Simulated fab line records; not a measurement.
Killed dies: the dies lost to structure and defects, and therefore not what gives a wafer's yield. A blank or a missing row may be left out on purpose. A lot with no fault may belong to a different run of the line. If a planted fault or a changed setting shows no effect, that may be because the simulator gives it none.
Problem report in the 8D (eight disciplines) form, filled by code ; flow sky130 ; the parts of the form that need people (team, actions taken, sign-off) are left out

== 1. THE PROBLEM ==
Mean SONOS_ONO_CVD_02_THK at SKY_SONOS_ONO_THK_MEAS_03: 11.45 nm over 9 wafers in 3 lots; fault-free wafers: 10.46 nm, standard deviation 0.11. Relative to the usual mean, that is a shift of +9.0 standard deviations.
The first sign was on wafer L645.2 at day 15 16:13, on film metro-01. The record has a number at this step for 36 wafers belonging to 12 lots. Rule for "out" (also "out of limits"): further than 4 standard deviations from the usual mean. The rest of the wafers with a number are treated as sound.

== 2. WHAT IT IS; WHAT IT IS NOT ==
question;is;is not
which readings at this step;SONOS_ONO_CVD_02_THK;-
which lots;L645, L646, L647;L636, L637, L638, L639, L640, L641, L656, L657, L658
which wafers of those lots;all that have a number;-
read on which gauges;film metro-01;film metro-02, film metro-04
when;from day 15 16:13;"up to then (18 sound wafers); but 9 sound wafers of L656, L657, L658 came after"

== 3. THE SUSPECTS, EACH WITH WHAT RULES IT OUT ==
Counting: any tool at a process step up to the reading is kept as a suspect provided that every lot that is out went through it and no sound lot did after the first of them.
- the gauge at SKY_SONOS_ONO_THK_MEAS_03: kept. All the wafers that are out were read on film metro-01, and no step on other tools shows them out.
- lpcvd-02 at SKY_SONOS_ONO_CVD_02 (deposits Si3N4 from DCS/NH3, target thk 10.5 nm, time 180 s): ruled out as a lasting fault. Following L645 (day 15 15:10), the first lot on it that is out, the sound lots L656, L657, L658 were run on it.
Left after counting: film metro-01 at SKY_SONOS_ONO_THK_MEAS_03.

== 4. THE CAUSE (what the simulator had put in) ==
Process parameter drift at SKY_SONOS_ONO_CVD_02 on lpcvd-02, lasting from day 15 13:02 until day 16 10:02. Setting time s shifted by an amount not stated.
It was ruled out by counting, in error; the rule expects a fault to strike all lots run on its tool from its start on, and this fault did not.

== 5. SEQUENCE OF EFFECTS, ordered by route ==
One row per reading whose mean, taken over the struck wafers that have a number, lies over 3 standard deviations from the usual. Scope: only readings with a usual standard deviation given in the record; hours: median across lots of the time from each lot's start at the first step in this table that gives one to its start at this step; sigmas: change in usual standard deviations.
hours;step;reading;usual;on struck wafers;change;sigmas
0;SKY_SONOS_ONO_THK_MEAS_03;SONOS_ONO_CVD_02_THK;10.46 nm;11.45;+0.99;+9.0
Later steps that measure or inspect, where all struck wafers having a row at the step show a number for every such reading and not one has moved that far: SKY_SONOS_ONO_OVL_MEAS_14, SKY_GATE_OXIDE_THK_MEAS_02.

== 6. HOW IT WOULD HAVE BEEN CAUGHT EARLIER ==
3 hours passed between the start of the fault at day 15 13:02 and the first reading out of limits at a measuring or inspecting step in this record, taken at day 15 16:13.
An alarm limit of 4 standard deviations would not have fired on the tool readings at SKY_SONOS_ONO_CVD_02 for which the record gives a usual standard deviation, since none of them was out on any struck wafer.
